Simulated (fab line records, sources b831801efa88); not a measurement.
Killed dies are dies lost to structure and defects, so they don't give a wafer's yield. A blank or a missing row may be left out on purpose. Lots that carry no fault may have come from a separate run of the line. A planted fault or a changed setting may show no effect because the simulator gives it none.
A lot that was struck, set against a sound lot | flow sky130 | 15 out of 708 route steps
Sound: these wafers, L888.1, L888.3, L888.6. Wafers L901.1, L901.4, L901.6 were the ones struck. The cause comes at the end.
For every step that has rows: the tool of each side, followed by ch and its chambers, followed by its first start. Under that, the readings that differ: sound wafers | struck wafers | difference of the means | sigmas: that difference in standard deviations of wafers without a fault.
alike: a reading whose means differ by less than 2 such deviations, as well as words and numbers matching on both sides. not compared: withheld readings; readings where some wafer has no value; bounds like >300 that might hide an equal value; numbers whose values overlap and for which the record gives no deviation.
The two part at a step that has a row with sigmas, a row that says differs or no value, or rows on one side only. When numbers do not overlap yet have no deviation, they are printed without sigmas and do not part them. A reading that every wafer of one side lacks parts them only if that side has two wafers or more.

first, 5 steps without rows for these wafers: SKY_LDD_HVP_COAT_02 (resist thk 300 nm); SKY_LDD_HVP_SOFTBAKE_03 (time 60 s); SKY_LDD_HVP_EXPOSE_04 (exposes mask HVPTM, target cd 700 nm); SKY_LDD_HVP_PEB_05; SKY_LDD_HVP_DEVELOP_06 (develop time 60 s).
SKY_LDD_HVP_OVL_MEAS_07:
  sound on overlay-01 at day 22 23:49; struck on overlay-01 at day 27 20:01
  alike: LDD_HVP_OVL
next, for these wafers, 1 step has no rows: SKY_LDD_HVP_IMPLANT_08.
SKY_LDD_HVP_STRIP_09: strips in O2/N2.
  sound on plasma_asher-03 ch 0,1, day 23 00:00; struck on plasma_asher-01 ch 0,1, day 27 20:12
  reading                      | sound             | struck            | difference | sigmas
  strip_time_to_endpoint_s (s) | 4.158 4.154 4.164 | 4.123 4.141 4.117 | -0.032     | -2
  alike: drypump_motor_current_A, oes_product_au
  not compared: rf_hours_counter_h
SKY_LDD_HVP_TW_MEAS_10:
  sound on film_metro-04 at day 23 00:06; struck on film_metro-04 at day 27 20:18
  alike: LDD_HVP_TW
then, 3 steps without rows for these wafers: SKY_LDD_LDN_DEHYDRATE_00 (time 60 s); SKY_LDD_LDN_HMDS_01 (prime time 60 s); SKY_LDD_LDN_COAT_02 (resist thk 1140 nm).
SKY_LDD_LDN_SOFTBAKE_03: time 60 s.
  sound on litho_track-04 ch 0, day 23 15:28; struck on litho_track-04 ch 0, day 28 10:07
  reading                  | sound             | struck            | difference | sigmas
  heater_power_total_W (W) | 56.54 56.62 56.62 | 57.52 57.58 57.57 | +0.96      | +22
  plate_temp_C (C)         | 90.42 90.19 90.21 | 90.94 91.15 91.17 | +0.81      | +6
then, 1 step without rows for these wafers: SKY_LDD_LDN_EXPOSE_04 (exposes mask LDNTM, target cd 700 nm).
-- record jumps: 21 days separate the struck wafers' starts on either side; left off in module LDD_LDN, taken up again in module PAD_OPEN, whose first shown step is the route's number 708 --
SKY_PAD_OPEN_PROBE_99:
  sound on prober-02 at day 46 22:41; struck on prober-02 at day 49 21:41
  reading         | sound | struck | difference | sigmas
  killed_at_M4_up | 2 4 0 | 4 5 11 | +5         | +2
  alike: killed_at_M0_to_M3, killed_at_contacts, killed_at_front_end, killed_at_other, killed_dies, killed_on_rim, killed_open, killed_short

WHERE THEY PART
At SKY_LDD_HVP_STRIP_09 first; at SKY_PAD_OPEN_PROBE_99 last (within this record only).

WHY: what had been put in by the simulator
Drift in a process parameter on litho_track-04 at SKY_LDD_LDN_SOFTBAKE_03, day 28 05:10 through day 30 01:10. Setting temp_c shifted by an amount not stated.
